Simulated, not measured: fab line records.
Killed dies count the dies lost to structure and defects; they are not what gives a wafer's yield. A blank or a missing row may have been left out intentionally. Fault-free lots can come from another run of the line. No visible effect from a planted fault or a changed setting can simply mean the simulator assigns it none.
What tool caused it?	flow sky130	14 lots, 42 wafers sampled, at 4 steps of a route of 708

WHAT THE GAUGES READ, wafer by wafer
SKY_NWELL_THK_MEAS_02.
lot	measured	on	NWELL_OXIDATION_THK (nm)
L981	day 3 05:16	film_metro-02	9.72 9.80 9.64
L982	day 3 05:16	film_metro-01	9.91 9.88 9.80
L984	day 3 19:47	film_metro-01	10.04 9.96 10.05
L983	day 3 19:47	film_metro-02	9.84 10.01 10.08
L985	day 3 19:48	film_metro-03	10.02 9.96 10.05
L986	day 4 02:07	film_metro-02	10.12 10.38 10.17
L990	day 4 13:59	film_metro-01	9.98 9.86 9.70
L991	day 4 20:39	film_metro-02	9.84 9.91 10.05
L993	day 5 02:20	film_metro-01	10.27 10.22 10.21
L992	day 5 03:49	film_metro-02	10.04 9.91 9.90
L995	day 5 15:13	film_metro-01	10.05 10.20 10.08
L998	day 6 06:09	film_metro-02	10.02 9.91 9.81
L999	day 6 11:55	film_metro-01	10.15 10.18 9.94
L103	day 7 13:19	film_metro-03	10.15 10.09 10.11

SKY_NWELL_TW_MEAS_15.
lot	measured	on	NWELL_TW
L981	day 5 05:58	film_metro-01	1811 1804 1811
L982	day 5 06:19	film_metro-02	1833 1828 1828
L984	day 6 00:13	film_metro-02	1838 1845 1845
L983	day 5 22:47	film_metro-03	1845 1848 1839
L985	day 6 00:35	film_metro-02	1851 1851 1844
L986	day 6 07:28	film_metro-02	1839 1838 1839
L990	day 6 20:17	film_metro-01	1815 1805 1811
L991	day 7 03:40	film_metro-02	1831 1830 1832
L993	day 7 10:10	film_metro-01	1809 1808 1823
L992	day 7 10:28	film_metro-03	1843 1840 1842
L995	day 8 00:05	film_metro-02	1854 1857 1856
L998	day 8 16:50	film_metro-03	1827 1846 1840
L999	day 8 23:05	film_metro-01	1812 1821 1805
L103	day 10 04:52	film_metro-02	1839 1841 1839

SKY_NWELL_TW_MEAS_26.
lot	measured	on	NWELL_2_TW
L981	day 5 23:16	film_metro-02	498 497 494
L982	day 6 00:04	film_metro-03	500 501 501
L984	day 6 18:43	film_metro-02	503 499 504
L983	day 6 17:26	film_metro-01	493 493 494
L985	day 6 19:37	film_metro-02	502 501 501
L986	day 7 02:16	film_metro-01	494 495 493
L990	day 7 15:02	film_metro-01	495 490 493
L991	day 7 22:58	film_metro-03	504 503 503
L993	day 8 06:23	film_metro-01	522 524 522
L992	day 8 06:46	film_metro-01	494 494 495
L995	day 8 21:17	film_metro-01	523 523 522
L998	day 9 14:20	film_metro-03	497 497 496
L999	day 9 20:58	film_metro-01	493 496 493
L103	day 11 03:46	film_metro-03	503 500 499

WHICH TOOL RAN EACH LOT (tool, then ch and the chambers of the sampled wafers, then the start)
lot	SKY_NWELL_IMPLANT_24
L981	implanter-02 ch 0, day 5 23:01
L982	implanter-01 ch 0, day 5 23:49
L984	implanter-01 ch 0, day 6 18:28
L983	implanter-02 ch 0, day 6 17:12
L985	implanter-02 ch 0, day 6 19:23
L986	implanter-01 ch 0, day 7 02:02
L990	implanter-02 ch 0, day 7 14:49
L991	implanter-02 ch 0, day 7 22:43
L993	implanter-03 ch 0, day 8 06:08
L992	implanter-01 ch 0, day 8 06:31
L995	implanter-03 ch 0, day 8 21:04
L998	implanter-01 ch 0, day 9 14:07
L999	implanter-01 ch 0, day 9 20:44
L103	implanter-02 ch 0, day 11 03:31
- SKY_NWELL_IMPLANT_24

AS READ BY THE TOOLS THEMSELVES (means over the sampled wafers that have a number; for cases with no such wafer, the mark the record gives instead)
SKY_NWELL_IMPLANT_24.
lot	tool	dose_ions_cm2	faraday_current_uA
L981	implanter-02	9.2e+12	51.4
L982	implanter-01	9.2e+12	51.7
L984	implanter-01	9.2e+12	52.6
L983	implanter-02	9.2e+12	52.4
L985	implanter-02	9.2e+12	50.4
L986	implanter-01	9.2e+12	51.0
L990	implanter-02	9.2e+12	52.6
L991	implanter-02	9.2e+12	51.8
L993	implanter-03	1.1e+13	63.9
L992	implanter-01	9.2e+12	51.8
L995	implanter-03	1.1e+13	62.5
L998	implanter-01	9.2e+12	51.4
L999	implanter-01	9.2e+12	52.3
L103	implanter-02	9.2e+12	51.1

THE ANSWER, worked out from the rows above alone
Rule: the usual values come from the lots themselves. The widest of any qualifying gaps counts: lots, ordered by their means at a reading, are off when they make up no more than a third of the lots, leave a main group of 4 or more, and stand apart from it by 3 or more times the standard deviation of that group's means. A main group whose means are all the same, to the digits that the tables above print for the reading, isn't used. Also off: a lot with no number at a reading for which 4 or more lots have one. The other lots that the step has rows for count as sound. The gauges are gone through in route order, then the tools' own readings, and for those a lot's mean is taken as printed above. At the first step where some lot is off, the reading lying furthest off is the one used; lots without a number count as furthest.
Off: at SKY_NWELL_TW_MEAS_26 (NWELL_2_TW), L993, L995. Main group: mean 497, sd 3.7.
If a tool, at a process step before that reading, ran all the lots that are off and no sound lot after the first of them, it fits. Not tried: the gauges at SKY_NWELL_TW_MEAS_26; whatever is off there is also off at SKY_NWELL_IMPLANT_24, on other tools, and gauge error can't account for it. One fits: implanter-03 at SKY_NWELL_IMPLANT_24. It ran no sound lot before its first lot that is off in this sample, so the start can't be narrowed down.
The tool's own readings at SKY_NWELL_IMPLANT_24 bear it out: on the lots that are off they differ by more than 5 times the standard deviation of the sound lots' means. dose_ions_cm2 reads 1.1e+13 there against 9.2e+12 on the sound lots; faraday_current_uA reads 63.2 there against 51.7 on the sound lots.

WHAT WAS PUT IN BY THE SIMULATOR
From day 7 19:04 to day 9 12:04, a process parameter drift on implanter-03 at SKY_NWELL_IMPLANT_24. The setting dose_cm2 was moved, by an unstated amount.
Shown lots that were struck: L993, L995. The rule given above showed the same thing.
